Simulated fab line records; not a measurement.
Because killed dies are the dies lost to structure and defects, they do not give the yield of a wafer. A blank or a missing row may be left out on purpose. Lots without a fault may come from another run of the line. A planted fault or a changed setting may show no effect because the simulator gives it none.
Chamber matching | flow sky130 | cmp-01 running SKY_FIELD_ISO_CMP_27: 4 sister chambers
The step polishes, stops on Si3N4, t overpolish 16 s, target thk 457.8 nm. 4 wafers are shown with their chamber, then 9 later ones without.

## WAFERS WITH THEIR CHAMBER
wafer  | chamber | motor-current-A (A)
L663.2 | 0       | 12.4
L669.5 | 1       | 12.4
L671.3 | 2       | 11.2
L671.6 | 3       | 11.9

## WAFERS WHOSE CHAMBER IS MISSING
wafer  | motor-current-A (A)
L672.2 | 11.9
L672.4 | 11.8
L672.6 | 12.6
L674.1 | 12.1
L674.5 | 11.4
L674.6 | 12.5
L677.1 | 12.5
L677.4 | 12.0
L677.6 | 12.6

## EACH ONE'S CHAMBER
wafer  | from the rows above          | in truth
L672.2 | 3                            | 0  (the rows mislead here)
L672.4 | 3                            | 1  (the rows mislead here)
L672.6 | can't be placed: 0 or 1      | 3
L674.1 | can't be placed: 3 or 0 or 1 | 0
L674.5 | 2                            | 2
L674.6 | can't be placed: 0 or 1      | 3
L677.1 | can't be placed: 0 or 1      | 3
L677.4 | 3                            | 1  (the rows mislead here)
L677.6 | can't be placed: 0 or 1      | 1
Correctly placed: 1 of 9. From these rows, 5 cannot be placed; in 2 the true chamber is one of the candidates. Number placed wrongly: 3.
How it was worked out, from the rows above alone: a wafer's distance from a chamber is the root of the sum, over the readings, of the square of ((its reading less the chamber's mean) divided by the reading's scatter). The wafer belongs to the nearest chamber; if the next one is less than 2 further off, it can't be placed. A chamber's mean is the mean of its shown wafers. The scatter: with one shown wafer a chamber, the root of the mean of the squares of how far each hidden wafer lies from its nearest shown one.
